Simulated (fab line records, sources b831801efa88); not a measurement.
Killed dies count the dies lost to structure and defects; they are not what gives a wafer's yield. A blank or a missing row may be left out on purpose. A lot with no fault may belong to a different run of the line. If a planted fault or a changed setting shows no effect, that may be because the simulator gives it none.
fab line records	flow gf180mcu
record: lots: 24	wafers: 72	last_day: 34
route steps=602 shown SAB@277 CONTACT@301 V1@339 M2@363 M5@534
lots that met no fault: from a run of the same line without faults
start_h: hours from the record's first day to the start of the lot's first wafer shown	wait_h: how many hours have passed since the lot's step before this one	" repeats the value in the row above	L1.1+2: several wafers, shown together as one row	- no value, or no start was given	* or withheld: withheld	< > ~ a bound
route shown NAME@n: NAME is a module with steps in the file, n the number in the route of the first one	usual: mean/standard deviation of fault-free wafers	same: alike in all rows	chamber/n: place in a boat	sites: each site's reading	_std_site: the values' standard deviation	_edge_site: outer sites' mean less inner sites'	radius_mm: for every site, how far away it sits from the centre of the wafer	mask NAME#n: copy n	behind: tool/chamber where the wafer was last shaped	hold: why the lot was held/for how many hours/how that ended	device: the n, p or np transistor that did not switch	end of line: the route-end tests of the same wafers	a step without rows: its recipe alone	killed: the dies lost at the first sort to structure and to defects; this is not the yield of the wafer	map: a wafer's dies, x killed, . not, _ none there
set.NAME: setting as actually run; set.NAME@STEP: the setting as run at that earlier step	model.NAME: the simulator's own value behind a step, which no gauge read
steps of the route over a sample of lots; a table a step, a row a wafer
services: when a tool's chamber went out of use (start_h, in hours from the record's first day, below 0 if earlier), for how many hours, and the reason
== steps ==
step: GF_SAB_STRIP_13
recipe: chemistry: O2/N2	power_w: 1400	pressure_mtorr: 1500	platen_temp_c: 250	o2_flow_sccm: 3000	n2_flow_sccm: 300	overash_fraction: 0.5
usual: drypump_motor_current_A: 6.0/0.35	heater_power_w: 330/38	oes_product_au: 0.710/0.0047	platen_temp_c: 249.96/0.16	strip_time_to_endpoint_s: 12.622/0.028
same: overash_fraction: 0.5
lot.wafer	tool	chamber	start_h	wait_h	drypump_motor_current_A	heater_power_w	oes_product_au	platen_temp_c	rf_hours_counter_h	strip_time_to_endpoint_s
L074.2	plasma_asher-03	0	338.77	0.0	5.9	327	0.705	249.97	69	12.592
L074.4	"	1	"	"	5.8	261	0.716	249.71	-	12.635
L074.6	"	1	"	"	5.9	257	0.716	249.84	-	12.596
L075.2	plasma_asher-04	0	349.32	0.0	5.1	325	0.713	249.63	71	12.613
L075.5	"	0	"	"	5.1	307	0.708	249.79	-	12.586
L075.6	"	1	"	"	6.6	359	0.706	250.05	-	12.614
L076.2	plasma_asher-03	1	359.06	0.0	5.8	255	0.717	250.12	72	12.646
L076.3	"	0	"	"	5.9	319	0.707	250.03	-	12.665
L076.5	"	0	"	"	5.9	320	0.713	250.31	-	12.632
L077.3	plasma_asher-02	0	372.09	0.0	6.2	374	0.713	249.88	-	12.663
L077.5	"	0	"	"	6.2	372	0.706	250.02	-	12.647
L077.6	"	1	"	"	6.0	341	0.712	250.03	-	12.634
L078.2	plasma_asher-02	0	382.27	0.0	6.2	378	0.709	249.95	60	12.625
L078.3	"	0	"	"	6.2	383	0.707	249.98	-	12.600
L078.5	"	1	"	"	5.9	335	0.708	249.99	-	12.633
L079.1	plasma_asher-02	0	388.87	0.0	6.2	373	0.707	250.14	61	12.555
L079.5	"	1	"	"	6.0	325	0.716	249.92	-	12.616
L079.6	"	0	"	"	6.2	378	0.713	250.27	-	12.618
L080.2	plasma_asher-04	1	402.31	0.0	6.6	361	0.714	250.14	76	12.596
L080.3	"	0	"	"	5.1	312	0.701	249.86	-	12.670
L080.6	"	1	"	"	6.6	355	0.704	250.16	-	12.607
L081.1	plasma_asher-03	1	404.20	0.0	5.8	259	0.705	249.76	76	12.656
L081.4	"	0	"	"	6.0	316	0.710	249.94	-	12.611
L081.6	"	0	"	"	6.0	322	0.720	249.86	-	12.643
L082.2	plasma_asher-03	0	418.61	0.0	5.9	319	0.706	250.17	77	12.605
L082.4	"	0	"	"	6.0	322	0.705	250.18	-	12.618
L082.5	"	1	"	"	5.8	265	0.712	250.01	-	12.588
L083.1	plasma_asher-03	1	424.15	0.0	5.9	263	0.710	249.84	78	12.672
L083.3	"	1	"	"	5.9	257	0.706	249.65	-	12.588
L083.6	"	0	"	"	5.9	326	0.709	249.90	-	12.696
L084.1	plasma_asher-02	0	432.72	0.0	6.2	375	0.714	250.12	66	12.609
L084.2	"	1	"	"	6.0	334	0.715	249.86	66	12.642
L084.3	"	1	"	"	6.0	342	0.708	249.99	-	12.616
L085.1	plasma_asher-02	1	441.81	0.0	6.0	342	0.713	250.16	67	12.622
L085.5	"	0	"	"	6.2	373	0.714	250.26	-	12.648
L085.6	"	1	"	"	6.0	340	0.706	250.19	-	12.626
L086.2	plasma_asher-02	0	453.72	0.0	6.2	380	0.706	250.01	68	12.607
L086.3	"	0	"	"	6.2	379	0.711	249.92	-	12.636
L086.5	"	1	"	"	6.0	341	0.709	250.26	-	12.597
L087.2	plasma_asher-03	1	457.17	0.0	5.9	257	0.717	250.06	82	12.646
L087.3	"	0	"	"	5.9	323	0.707	249.57	-	12.645
L087.6	"	1	"	"	5.8	263	0.700	249.83	-	12.652
L088.1	plasma_asher-02	0	465.45	0.0	6.2	375	0.711	250.30	70	12.598
L088.2	"	1	"	"	6.0	328	0.701	249.80	70	12.602
L088.3	"	0	"	"	6.2	375	0.713	250.06	-	12.602
L089.1	plasma_asher-03	1	475.11	0.0	5.8	259	0.716	249.72	84	12.594
L089.4	"	0	"	"	5.9	330	0.710	250.02	-	12.612
L089.6	"	0	"	"	5.9	323	0.714	249.98	-	12.593
L090.2	plasma_asher-02	0	484.55	0.0	6.2	377	0.722	249.96	71	12.663
L090.3	"	0	"	"	6.2	372	0.705	250.14	-	12.620
L090.6	"	1	"	"	6.0	335	0.714	249.96	-	12.625
L091.1	plasma_asher-04	1	492.81	0.0	6.6	356	0.707	249.84	7	12.639
L091.2	"	0	"	"	5.1	305	0.711	250.08	7	12.666
L091.4	"	1	"	"	6.6	346	0.694	249.94	-	12.604
L092.3	plasma_asher-02	1	502.28	0.0	6.0	337	0.710	250.02	-	12.635
L092.5	"	0	"	"	6.2	366	0.713	249.92	-	12.583
L092.6	"	1	"	"	6.0	339	0.710	249.76	-	12.597
L093.1	plasma_asher-04	1	510.35	0.0	6.6	357	0.710	249.99	9	12.560
L093.3	"	1	"	"	6.6	361	0.710	249.82	-	12.561
L093.6	"	0	"	"	5.1	324	0.709	249.89	-	12.616
L094.4	plasma_asher-02	0	515.73	0.0	6.2	369	0.715	250.10	-	12.582
L094.5	"	0	"	"	6.2	387	0.713	250.04	-	12.605
L094.6	"	1	"	"	6.0	341	0.711	250.02	-	12.613
L095.3	plasma_asher-03	0	525.68	0.0	6.0	327	0.710	249.68	-	12.627
L095.5	"	0	"	"	6.0	315	0.704	249.82	-	12.661
L095.6	"	1	"	"	5.9	255	0.713	249.86	-	12.639
L096.1	plasma_asher-02	1	532.38	0.0	5.9	333	0.708	249.77	76	12.647
L096.3	"	0	"	"	6.2	367	0.714	249.78	-	12.654
L096.6	"	0	"	"	6.2	371	0.694	249.88	-	12.667
L097.1	plasma_asher-04	0	541.87	0.0	5.1	316	0.711	249.69	13	12.609
L097.2	"	1	"	"	6.6	356	0.705	249.77	13	12.652
L097.4	"	1	"	"	6.6	354	0.706	249.75	-	12.579
step: GF_CONTACT_CD_MEAS_14
recipe: target_cd_nm: 220
usual: cd_nm: 219.9/1.5
lot.wafer	tool	chamber	start_h	wait_h	cd_nm
L074.2	cd_sem-01	-	361.94	0.1	221.3
L074.4	"	-	"	"	222.3
L074.6	"	-	"	"	221.5
L075.2	cd_sem-02	-	373.29	0.1	217.9
L075.5	"	-	"	"	219.1
L075.6	"	-	"	"	218.2
L076.2	cd_sem-02	-	382.32	0.1	221.5
L076.3	"	-	"	"	220.6
L076.5	"	-	"	"	220.1
L077.3	cd_sem-02	-	396.04	0.1	221.3
L077.5	"	-	"	"	221.1
L077.6	"	-	"	"	220.7
L078.2	cd_sem-02	-	407.11	0.1	222.6
L078.3	"	-	"	"	222.4
L078.5	"	-	"	"	222.9
L079.1	cd_sem-01	-	413.85	0.1	220.8
L079.5	"	-	"	"	220.5
L079.6	"	-	"	"	221.1
L080.2	cd_sem-02	-	428.12	0.1	219.3
L080.3	"	-	"	"	218.7
L080.6	"	-	"	"	219.0
L081.1	cd_sem-02	-	429.50	0.1	220.1
L081.4	"	-	"	"	219.4
L081.6	"	-	"	"	218.8
L082.2	cd_sem-02	-	444.19	0.1	221.4
L082.4	"	-	"	"	219.6
L082.5	"	-	"	"	220.8
L083.1	cd_sem-02	-	449.92	0.1	221.4
L083.3	"	-	"	"	221.2
L083.6	"	-	"	"	221.6
L084.1	cd_sem-01	-	458.85	0.1	218.8
L084.2	"	-	"	"	218.1
L084.3	"	-	"	"	217.8
L085.1	cd_sem-02	-	467.60	0.1	218.4
L085.5	"	-	"	"	218.9
L085.6	"	-	"	"	218.5
L086.2	cd_sem-01	-	479.56	0.1	221.3
L086.3	"	-	"	"	222.1
L086.5	"	-	"	"	221.1
L087.2	cd_sem-01	-	482.87	0.1	217.7
L087.3	"	-	"	"	218.8
L087.6	"	-	"	"	219.4
L088.1	cd_sem-02	-	491.29	0.1	217.4
L088.2	"	-	"	"	218.2
L088.3	"	-	"	"	218.6
L089.1	cd_sem-01	-	500.47	0.1	220.1
L089.4	"	-	"	"	220.0
L089.6	"	-	"	"	220.1
L090.2	cd_sem-01	-	509.77	0.1	219.6
L090.3	"	-	"	"	219.5
L090.6	"	-	"	"	219.2
L091.1	cd_sem-01	-	518.07	0.1	220.1
L091.2	"	-	"	"	222.4
L091.4	"	-	"	"	222.4
L092.3	cd_sem-01	-	527.28	0.1	220.6
L092.5	"	-	"	"	220.1
L092.6	"	-	"	"	219.6
L093.1	cd_sem-02	-	534.72	0.1	218.9
L093.3	"	-	"	"	217.4
L093.6	"	-	"	"	217.5
L094.4	cd_sem-01	-	539.66	0.1	220.4
L094.5	"	-	"	"	218.9
L094.6	"	-	"	"	220.7
L095.3	cd_sem-01	-	549.68	0.1	221.8
L095.5	"	-	"	"	219.9
L095.6	"	-	"	"	221.0
L096.1	cd_sem-01	-	556.34	0.1	218.6
L096.3	"	-	"	"	219.4
L096.6	"	-	"	"	220.2
L097.1	cd_sem-02	-	565.60	0.1	220.8
L097.2	"	-	"	"	219.7
L097.4	"	-	"	"	221.5
step: GF_CONTACT_SPUTTER_23
recipe: material: TiN	target_thk_nm: 10	chamber_pressure_pa: 5	power_w: 4000	time_s: 40
usual: throttle_valve_pct: 30.6/1.2
lot.wafer	tool	chamber	start_h	wait_h	throttle_valve_pct
L074.2	pvd_sputter-02	-	362.60	0.0	29.1
L074.4	"	-	"	"	30.1
L074.6	"	-	"	"	33.1
L075.2	pvd_sputter-02	-	373.95	0.0	33.0
L075.5	"	-	"	"	29.2
L075.6	"	-	"	"	30.6
L076.2	pvd_sputter-02	-	382.99	0.0	31.2
L076.3	"	-	"	"	30.1
L076.5	"	-	"	"	33.3
L077.3	pvd_sputter-04	-	396.68	0.0	30.7
L077.5	"	-	"	"	30.8
L077.6	"	-	"	"	30.5
L078.2	pvd_sputter-04	-	407.81	0.0	30.7
L078.3	"	-	"	"	30.5
L078.5	"	-	"	"	30.7
L079.1	pvd_sputter-04	-	414.56	0.0	30.6
L079.5	"	-	"	"	30.6
L079.6	"	-	"	"	30.5
L080.2	pvd_sputter-01	-	428.78	0.0	30.3
L080.3	"	-	"	"	30.8
L080.6	"	-	"	"	30.7
L081.1	pvd_sputter-01	-	430.18	0.0	30.2
L081.4	"	-	"	"	30.6
L081.6	"	-	"	"	30.3
L082.2	pvd_sputter-04	-	444.93	0.0	30.2
L082.4	"	-	"	"	30.6
L082.5	"	-	"	"	30.6
L083.1	pvd_sputter-02	-	450.70	0.0	31.0
L083.3	"	-	"	"	33.0
L083.6	"	-	"	"	31.2
L084.1	pvd_sputter-02	-	459.54	0.0	33.2
L084.2	"	-	"	"	30.4
L084.3	"	-	"	"	28.7
L085.1	pvd_sputter-02	-	468.29	0.0	28.8
L085.5	"	-	"	"	30.2
L085.6	"	-	"	"	33.1
L086.2	pvd_sputter-02	-	480.22	0.0	33.1
L086.3	"	-	"	"	28.9
L086.5	"	-	"	"	30.2
L087.2	pvd_sputter-02	-	483.53	0.0	28.8
L087.3	"	-	"	"	31.0
L087.6	"	-	"	"	30.1
L088.1	pvd_sputter-04	-	491.97	0.0	30.2
L088.2	"	-	"	"	30.7
L088.3	"	-	"	"	30.8
L089.1	pvd_sputter-01	-	501.14	0.0	30.3
L089.4	"	-	"	"	30.3
L089.6	"	-	"	"	30.3
L090.2	pvd_sputter-02	-	510.42	0.0	30.3
L090.3	"	-	"	"	29.1
L090.6	"	-	"	"	32.9
L091.1	pvd_sputter-04	-	518.74	0.0	30.7
L091.2	"	-	"	"	30.7
L091.4	"	-	"	"	30.3
L092.3	pvd_sputter-02	-	527.92	0.0	30.3
L092.5	"	-	"	"	30.4
L092.6	"	-	"	"	31.1
L093.1	pvd_sputter-02	-	535.39	0.0	30.3
L093.3	"	-	"	"	33.3
L093.6	"	-	"	"	30.3
L094.4	pvd_sputter-02	-	540.27	0.0	31.3
L094.5	"	-	"	"	30.3
L094.6	"	-	"	"	31.0
L095.3	pvd_sputter-02	-	550.32	0.0	28.7
L095.5	"	-	"	"	30.4
L095.6	"	-	"	"	28.9
L096.1	pvd_sputter-04	-	557.02	0.0	29.9
L096.3	"	-	"	"	30.3
L096.6	"	-	"	"	30.8
L097.1	pvd_sputter-02	-	566.27	0.0	31.1
L097.2	"	-	"	"	30.1
L097.4	"	-	"	"	33.3
step: GF_V1_CMP_04
recipe: material: SiO2	down_force_psi: 4	platen_rpm: 60	pad_velocity_m_s: 0.94248
usual: edge_zone_pressure_frac: 0.999/0.0052	motor_current_A: 12.3/1.2	platen_rpm: 60.00/0.049	time_to_endpoint_s: 81/7.3
lot.wafer	tool	chamber	start_h	wait_h	edge_zone_pressure_frac	motor_current_A	platen_rpm	time_to_endpoint_s
L074.2	cmp-02	2	386.64	0.1	0.992	11.6	59.97	81
L074.4	"	3	"	"	1.001	12.0	60.05	79
L074.6	"	1	"	"	1.001	13.2	59.98	86
L075.2	cmp-02	1	399.35	0.1	1.007	13.6	60.08	85
L075.6	"	3	"	"	0.996	12.1	59.99	78
L075.5	"	0	"	"	1.003	13.5	59.98	80
L076.2	cmp-02	0	408.83	0.0	0.999	13.1	60.05	88
L076.3	"	1	"	"	0.995	14.0	60.02	81
L076.5	"	0	"	"	0.998	12.6	59.97	85
L077.3	cmp-01	3	422.08	0.1	1.004	11.0	60.00	83
L077.5	"	1	"	"	1.003	14.0	60.01	92
L077.6	"	2	"	"	0.991	9.9	60.00	81
L078.3	cmp-01	1	434.17	0.1	1.005	13.6	59.97	79
L078.2	"	2	"	"	1.004	10.1	59.93	70
L078.5	"	0	"	"	1.001	11.5	59.96	76
L079.1	cmp-01	2	440.79	0.2	1.004	9.9	60.02	82
L079.6	"	3	"	"	1.001	11.0	60.09	89
L079.5	"	0	"	"	0.997	11.8	60.02	89
L080.2	cmp-01	0	456.48	0.1	0.997	12.5	59.96	67
L080.3	"	1	"	"	0.993	13.2	59.97	78
L080.6	"	0	"	"	1.002	12.3	59.99	73
L081.4	cmp-02	0	457.09	0.1	0.992	13.5	59.97	86
L081.1	"	1	"	"	1.002	13.4	60.03	77
L081.6	"	2	"	"	0.992	10.8	60.02	70
L082.2	cmp-01	2	471.31	0.1	0.999	10.8	60.05	88
L082.4	"	0	"	"	0.998	11.9	60.03	91
L082.5	"	2	"	"	0.996	10.4	59.98	87
L083.1	cmp-01	1	476.62	0.1	1.002	13.8	60.04	92
L083.3	"	3	"	"	1.007	11.2	60.03	90
L083.6	"	1	"	"	1.000	13.3	59.92	94
L084.3	cmp-02	1	485.53	0.0	1.000	14.0	60.00	66
L084.2	"	2	"	"	0.998	11.9	59.91	79
L084.1	"	3	"	"	0.993	12.0	59.96	74
L085.1	cmp-01	2	495.21	0.2	1.000	10.0	59.95	70
L085.5	"	3	"	"	0.997	11.3	60.10	86
L085.6	"	0	"	"	1.000	11.0	60.02	75
L086.2	cmp-01	0	506.35	0.0	1.003	12.8	59.99	69
L086.3	"	1	"	"	1.008	14.1	59.97	80
L086.5	"	1	"	"	0.999	13.2	60.01	84
L087.2	cmp-02	0	509.09	0.1	0.994	12.4	60.04	79
L087.3	"	2	"	"	0.994	11.4	60.04	66
L087.6	"	3	"	"	0.995	13.0	60.03	73
L088.1	cmp-02	2	518.09	0.1	0.996	11.3	59.94	66
L088.3	"	3	"	"	1.002	12.4	60.00	66
L088.2	"	0	"	"	1.000	13.1	60.00	76
L089.4	cmp-02	3	526.18	0.0	1.011	12.1	60.06	76
L089.1	"	0	"	"	1.006	13.6	60.04	76
L089.6	"	3	"	"	1.014	12.3	60.10	78
L090.2	cmp-02	1	535.51	0.1	0.999	13.2	60.03	85
L090.3	"	2	"	"	1.004	11.8	60.06	73
L090.6	"	1	"	"	1.003	13.5	60.04	92
L091.1	cmp-01	3	543.54	0.1	0.996	10.7	60.06	70
L091.2	"	1	"	"	0.997	13.1	59.98	83
L091.4	"	2	"	"	0.994	9.6	60.00	86
L092.3	cmp-01	2	551.98	0.0	0.998	10.2	59.97	74
L092.6	"	2	"	"	0.994	10.3	60.05	84
L092.5	"	3	"	"	0.997	10.8	60.00	93
L093.1	cmp-01	1	560.40	0.2	0.998	13.3	60.02	81
L093.3	"	2	"	"	1.002	10.4	60.08	82
L093.6	"	0	"	"	0.999	12.3	59.88	83
L094.4	cmp-02	2	564.15	0.1	1.003	11.0	59.97	84
L094.6	"	0	"	"	0.994	13.0	60.01	101
L094.5	"	1	"	"	0.997	13.5	60.02	85
L095.3	cmp-02	0	574.22	0.2	1.005	12.5	59.90	80
L095.6	"	1	"	"	0.998	13.9	60.02	82
L095.5	"	2	"	"	1.000	11.5	59.96	73
L096.1	cmp-02	0	581.00	0.1	0.995	13.7	59.96	88
L096.3	"	1	"	"	1.002	13.4	60.04	91
L096.6	"	1	"	"	1.003	12.7	60.01	96
L097.4	cmp-02	3	589.68	0.0	1.015	12.3	59.92	76
L097.1	"	0	"	"	1.005	13.3	59.87	80
L097.2	"	2	"	"	1.004	12.1	60.02	74
step: GF_M2_SPUTTER_01
recipe: material: TiN	target_thk_nm: 30	power_w: 6500	time_s: 25	chamber_pressure_pa: 0.4
usual: throttle_valve_pct: 30.2/0.59
lot.wafer	tool	chamber	start_h	wait_h	throttle_valve_pct
L074.2	pvd_sputter-01	-	412.46	0.1	30.5
L074.4	"	-	"	"	30.0
L074.6	"	-	"	"	30.6
L075.2	pvd_sputter-01	-	425.19	0.1	29.9
L075.5	"	-	"	"	30.4
L075.6	"	-	"	"	30.6
L076.2	pvd_sputter-03	-	435.64	0.1	30.5
L076.3	"	-	"	"	29.4
L076.5	"	-	"	"	30.9
L077.3	pvd_sputter-01	-	448.83	0.1	30.3
L077.5	"	-	"	"	30.2
L077.6	"	-	"	"	30.6
L078.2	pvd_sputter-04	-	460.94	0.1	30.7
L078.3	"	-	"	"	30.7
L078.5	"	-	"	"	30.0
L079.1	pvd_sputter-04	-	466.99	0.1	30.5
L079.5	"	-	"	"	30.7
L079.6	"	-	"	"	30.8
L080.2	pvd_sputter-03	-	483.18	0.1	28.7
L080.3	"	-	"	"	30.9
L080.6	"	-	"	"	28.9
L081.1	pvd_sputter-01	-	483.51	0.1	30.6
L081.4	"	-	"	"	30.6
L081.6	"	-	"	"	30.2
L082.2	pvd_sputter-01	-	497.36	0.1	30.3
L082.4	"	-	"	"	30.4
L082.5	"	-	"	"	30.6
L083.1	pvd_sputter-04	-	502.97	0.1	30.6
L083.3	"	-	"	"	30.9
L083.6	"	-	"	"	30.7
L084.1	pvd_sputter-03	-	511.36	0.1	31.0
L084.2	"	-	"	"	30.8
L084.3	"	-	"	"	28.9
L085.1	pvd_sputter-01	-	520.26	0.1	30.2
L085.5	"	-	"	"	30.5
L085.6	"	-	"	"	30.8
L086.2	pvd_sputter-04	-	532.02	0.1	30.1
L086.3	"	-	"	"	30.7
L086.5	"	-	"	"	30.7
L087.2	pvd_sputter-01	-	534.16	0.1	30.7
L087.3	"	-	"	"	30.1
L087.6	"	-	"	"	29.9
L088.1	pvd_sputter-01	-	543.16	0.1	30.8
L088.2	"	-	"	"	30.3
L088.3	"	-	"	"	30.4
L089.1	pvd_sputter-01	-	551.11	0.1	30.4
L089.4	"	-	"	"	30.7
L089.6	"	-	"	"	30.7
L090.2	pvd_sputter-03	-	560.45	0.1	28.9
L090.3	"	-	"	"	29.3
L090.6	"	-	"	"	31.0
L091.1	pvd_sputter-03	-	568.12	0.1	29.3
L091.2	"	-	"	"	28.8
L091.4	"	-	"	"	30.8
L092.3	pvd_sputter-03	-	576.48	0.1	29.0
L092.5	"	-	"	"	30.0
L092.6	"	-	"	"	29.5
L093.1	pvd_sputter-01	-	584.52	0.1	30.4
L093.3	"	-	"	"	30.6
L093.6	"	-	"	"	30.4
L094.4	pvd_sputter-03	-	587.38	0.1	30.3
L094.5	"	-	"	"	29.4
L094.6	"	-	"	"	29.0
L095.3	pvd_sputter-04	-	597.37	0.1	31.0
L095.5	"	-	"	"	30.1
L095.6	"	-	"	"	30.6
L096.1	pvd_sputter-01	-	604.32	0.1	30.6
L096.3	"	-	"	"	30.5
L096.6	"	-	"	"	30.0
L097.1	pvd_sputter-03	-	613.23	0.1	30.1
L097.2	"	-	"	"	30.6
L097.4	"	-	"	"	29.2
step: GF_M5_OVL_MEAS_08
usual: M5_OVL: 8/6.3
lot.wafer	tool	chamber	start_h	wait_h	M5_OVL[nm]
L074.2	overlay-02	-	607.99	0.1	16
L074.4	"	-	"	"	21
L074.6	"	-	"	"	16
L075.2	overlay-01	-	620.44	0.1	9
L075.5	"	-	"	"	1
L075.6	"	-	"	"	5
L076.2	overlay-02	-	628.69	0.1	24
L076.3	"	-	"	"	14
L076.5	"	-	"	"	18
L077.3	overlay-02	-	638.39	0.1	4
L077.5	"	-	"	"	7
L077.6	"	-	"	"	7
L078.2	overlay-02	-	650.89	0.1	10
L078.3	"	-	"	"	10
L078.5	"	-	"	"	9
L079.1	overlay-01	-	655.47	0.1	10
L079.5	"	-	"	"	13
L079.6	"	-	"	"	11
L080.2	overlay-01	-	665.29	0.1	3
L080.3	"	-	"	"	10
L080.6	"	-	"	"	6
L081.1	overlay-01	-	666.33	0.1	7
L081.4	"	-	"	"	10
L081.6	"	-	"	"	13
L082.2	overlay-02	-	678.44	0.1	9
L082.4	"	-	"	"	11
L082.5	"	-	"	"	6
L083.1	overlay-02	-	682.88	0.1	4
L083.3	"	-	"	"	4
L083.6	"	-	"	"	5
L084.1	overlay-01	-	690.23	0.1	12
L084.2	"	-	"	"	12
L084.3	"	-	"	"	13
L085.1	overlay-01	-	699.28	0.1	10
L085.5	"	-	"	"	0
L085.6	"	-	"	"	8
L086.2	overlay-01	-	707.34	0.1	14
L086.3	"	-	"	"	12
L086.5	"	-	"	"	9
L087.2	overlay-02	-	709.02	0.1	5
L087.3	"	-	"	"	8
L087.6	"	-	"	"	0
L088.1	overlay-02	-	717.18	0.1	5
L088.2	"	-	"	"	7
L088.3	"	-	"	"	3
L089.1	overlay-02	-	722.67	0.1	-3
L089.4	"	-	"	"	-5
L089.6	"	-	"	"	-8
L090.2	overlay-02	-	730.34	0.1	-2
L090.3	"	-	"	"	4
L090.6	"	-	"	"	3
L091.1	overlay-01	-	735.28	0.1	18
L091.2	"	-	"	"	13
L091.4	"	-	"	"	11
L092.3	overlay-02	-	742.63	0.1	-1
L092.5	"	-	"	"	0
L092.6	"	-	"	"	3
L093.1	overlay-01	-	749.13	0.1	-3
L093.3	"	-	"	"	-1
L093.6	"	-	"	"	10
L094.4	overlay-01	-	750.43	0.1	18
L094.5	"	-	"	"	12
L094.6	"	-	"	"	19
L095.3	overlay-01	-	759.25	0.1	9
L095.5	"	-	"	"	9
L095.6	"	-	"	"	9
L096.1	overlay-02	-	765.51	0.1	5
L096.3	"	-	"	"	8
L096.6	"	-	"	"	11
L097.1	overlay-01	-	771.93	0.1	4
L097.2	"	-	"	"	1
L097.4	"	-	"	"	-1
== services ==
tool	chamber	start_h	hours	kind
cmp-01	-	353.88	2.1	repair
pvd_sputter-01	-	364.23	1.6	repair
cmp-01	-	374.47	1.4	repair
pvd_sputter-01	2	383.90	-	consumable_replace:kit
pvd_sputter-01	2	383.90	18.0	scheduled_down
pvd_sputter-01	2	383.90	18.0	vent_cycle
cmp-02	-	404.00	4.0	pm
plasma_asher-04	-	421.29	9.0	pm
pvd_sputter-01	-	425.80	1.9	repair
plasma_asher-02	-	427.23	0.7	repair
pvd_sputter-02	1	455.98	-	consumable_replace:kit
cmp-01	-	490.02	2.7	repair
pvd_sputter-02	-	508.40	1.1	repair
plasma_asher-02	-	548.04	0.4	repair
cmp-02	-	558.62	5.4	pm
cmp-01	-	572.27	4.0	pm
cmp-01	-	580.27	1.1	repair
pvd_sputter-02	-	586.35	5.3	repair
cmp-01	-	590.63	12.9	pm
plasma_asher-03	-	592.38	2.2	repair
plasma_asher-02	-	598.81	45.5	repair
cmp-01	-	607.34	0.7	repair
pvd_sputter-01	-	609.38	2.2	repair
plasma_asher-02	-	612.78	3.8	repair
== key ==
fault none
